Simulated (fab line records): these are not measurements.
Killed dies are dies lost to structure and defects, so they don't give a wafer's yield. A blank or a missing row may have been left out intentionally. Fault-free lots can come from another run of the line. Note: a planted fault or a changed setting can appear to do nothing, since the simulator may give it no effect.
Matching of chambers | flow sky130 | cmp-01 running SKY_CONTACT_CMP_04: 4 sister chambers
The step polishes SiO2. 8 wafers are shown with their chamber, then 8 later ones without.

== WAFERS WITH THEIR CHAMBER ==
wafer  | chamber | motor-current-A (A) | head-pressure-psi (psi)
L660.6 | 1       | 12.9                | 4.007
L663.2 | 0       | 14.4                | 4.012
L672.3 | 0       | 14.0                | 3.985
L672.4 | 2       | 13.2                | 3.995
L676.2 | 2       | 12.3                | 3.994
L676.3 | 3       | 12.3                | 3.990
L676.5 | 1       | 13.7                | 3.998
L680.1 | 3       | 11.9                | 4.013

== WAFERS WITHOUT THEIR CHAMBER ==
wafer  | motor-current-A (A) | head-pressure-psi (psi)
L680.2 | 13.9                | 3.997
L680.6 | 14.2                | 4.001
L681.2 | 11.6                | 4.002
L681.4 | 14.4                | 4.007
L681.5 | 12.4                | 4.007
L682.1 | 14.8                | 4.007
L682.2 | 12.7                | 4.012
L682.5 | 12.6                | 3.991

== WHICH CHAMBER EACH WENT THROUGH ==
wafer  | from the rows above               | in truth
L680.2 | can't be placed: 0 or 1 or 2      | 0
L680.6 | can't be placed: 0 or 1           | 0
L681.2 | can't be placed: 3 or 2           | 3
L681.4 | can't be placed: 0 or 1           | 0
L681.5 | can't be placed: 3 or 2 or 1      | 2
L682.1 | can't be placed: 0 or 1           | 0
L682.2 | can't be placed: 2 or 1 or 3 or 0 | 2
L682.5 | can't be placed: 2 or 3 or 1      | 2
Correctly placed: 0 of 8. Unplaceable from these rows: 8, with the true chamber sitting among the candidates in 8. 0 placed wrongly.
How it was worked out, from the rows above alone: a wafer's distance from a chamber is the root of the sum, over the readings, of the square of ((its reading less the chamber's mean) divided by the reading's scatter). The wafer belongs to the nearest chamber; if the next one is less than 2 further off, it can't be placed. For every chamber, the mean is computed from those of its wafers that are shown. How the scatter is found: for the shown wafers, subtract from each reading the mean of its chamber, square and add these, divide the total by (wafers less chambers), then take the root.
